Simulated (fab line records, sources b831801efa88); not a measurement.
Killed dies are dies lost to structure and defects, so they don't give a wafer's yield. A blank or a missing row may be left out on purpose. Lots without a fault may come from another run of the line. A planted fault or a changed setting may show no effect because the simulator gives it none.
Which tool did it? | flow sky130 | 14 lots, 42 wafers sampled, at 3 steps of a route of 708

WHAT THE GAUGES READ, wafer by wafer
SKY_VIA2_BOW_MEAS_03. Usual: VIA2_BOW 86 um, standard deviation 8.1.
lot  | measured     | on            | VIA2_BOW (um) | flag
L317 | day 35 07:55 | film_metro-03 | 66 91 89      |
L318 | day 35 15:13 | film_metro-04 | 91 83 82      |
L320 | day 36 14:36 | film_metro-04 | 79 79 79      |
L322 | day 36 21:52 | film_metro-04 | 89 80 85      |
L324 | day 37 21:39 | film_metro-03 | 93 73 74      |
L328 | day 40 21:37 | film_metro-02 | 84 89 81      |
L329 | day 40 22:45 | film_metro-03 | 83 85 80      |
L330 | day 41 01:44 | film_metro-03 | 85 87 98      |
L333 | day 41 07:29 | film_metro-02 | 96 94 88      |
L334 | day 41 09:04 | film_metro-02 | 71 90 90      |
L335 | day 41 14:11 | film_metro-02 | 83 82 90      |
L336 | day 41 14:41 | film_metro-04 | 89 90 95      |
L337 | day 42 01:35 | film_metro-02 | 96 99 79      |
L338 | day 42 06:08 | film_metro-02 | 95 92 85      |

SKY_CAPM_OVL_MEAS_12. Usual: CAPM_OVL 1.6 nm, standard deviation 1.7.
lot  | measured     | on         | CAPM_OVL (nm) | flag
L317 | day 37 12:22 | overlay-02 | 3.0 2.0 2.6   |
L318 | day 37 19:50 | overlay-02 | 3.2 3.3 2.6   |
L320 | day 38 20:23 | overlay-01 | 1.7 -0.8 0.3  |
L322 | day 39 04:02 | overlay-02 | 2.3 3.9 3.7   |
L324 | day 40 02:03 | overlay-02 | 2.2 3.8 2.2   |
L328 | day 42 22:21 | overlay-02 | 2.4 1.7 2.4   |
L329 | day 42 23:14 | overlay-01 | 3.6 1.5 0.7   |
L330 | day 43 01:27 | overlay-02 | 1.0 0.7 1.3   |
L333 | day 43 08:14 | overlay-02 | 1.3 -0.5 3.1  |
L334 | day 43 08:18 | overlay-01 | -0.9 0.6 1.5  |
L335 | day 43 13:48 | overlay-02 | 2.8 0.2 2.1   |
L336 | day 43 13:56 | overlay-02 | 4.6 5.8 6.2   |
L337 | day 44 00:24 | overlay-02 | 0.5 1.5 1.9   |
L338 | day 44 04:37 | overlay-01 | 1.9 0.9 0.4   |

WHICH TOOL RAN EACH LOT (tool, then ch and the chambers of the sampled wafers, then the start)
lot  | SKY_METAL3_SPUTTER_03
L317 | pvd_sputter-02, day 36 11:01
L318 | pvd_sputter-01, day 36 18:37
L320 | pvd_sputter-02, day 37 17:50
L322 | pvd_sputter-01, day 38 02:07
L324 | pvd_sputter-04, day 39 00:57
L328 | pvd_sputter-02, day 41 23:34
L329 | pvd_sputter-04, day 42 00:13
L330 | pvd_sputter-02, day 42 02:48
L333 | pvd_sputter-02, day 42 09:47
L334 | pvd_sputter-01, day 42 10:06
L335 | pvd_sputter-01, day 42 15:04
L336 | pvd_sputter-01, day 42 15:19
L337 | pvd_sputter-01, day 43 02:20
L338 | pvd_sputter-04, day 43 06:36
- SKY_METAL3_SPUTTER_03: material Ti, target thk 5 nm, time 3.3 s.

WHAT THE TOOLS THEMSELVES READ (means of the sampled wafers that have a number; where no wafer has one, the mark that the record gives instead)
SKY_METAL3_SPUTTER_03. Usual: throttle_valve_pct 29.6 %, standard deviation 1.
lot  | tool           | throttle_valve_pct (%) | flag
L317 | pvd_sputter-02 | 30.3                   |
L318 | pvd_sputter-01 | 29.4                   |
L320 | pvd_sputter-02 | 30.0                   |
L322 | pvd_sputter-01 | 27.8                   |
L324 | pvd_sputter-04 | 29.9                   |
L328 | pvd_sputter-02 | 30.3                   |
L329 | pvd_sputter-04 | 29.5                   |
L330 | pvd_sputter-02 | 30.7                   |
L333 | pvd_sputter-02 | 29.4                   |
L334 | pvd_sputter-01 | 28.4                   |
L335 | pvd_sputter-01 | 29.1                   |
L336 | pvd_sputter-01 | 28.3                   |
L337 | pvd_sputter-01 | 29.5                   |
L338 | pvd_sputter-04 | 30.7                   |

THE ANSWER, worked out from the rows above alone
Rule: a lot is off if the mean of its wafers that have a number lies more than 3 standard deviations from the usual mean. A lot without any number at a reading at which 4 lots or more have one is off too. The other lots that the step has rows for count as sound. The gauges are gone through in route order, then the tools' own readings, and for those a lot's mean is taken as printed above. The first step at which some lot is off is used, and at that step the reading that is off furthest; a lot without a number counts as furthest.
No lot is off at any reading shown: from this, nothing can be told.

WHAT THE SIMULATOR HAD PUT IN
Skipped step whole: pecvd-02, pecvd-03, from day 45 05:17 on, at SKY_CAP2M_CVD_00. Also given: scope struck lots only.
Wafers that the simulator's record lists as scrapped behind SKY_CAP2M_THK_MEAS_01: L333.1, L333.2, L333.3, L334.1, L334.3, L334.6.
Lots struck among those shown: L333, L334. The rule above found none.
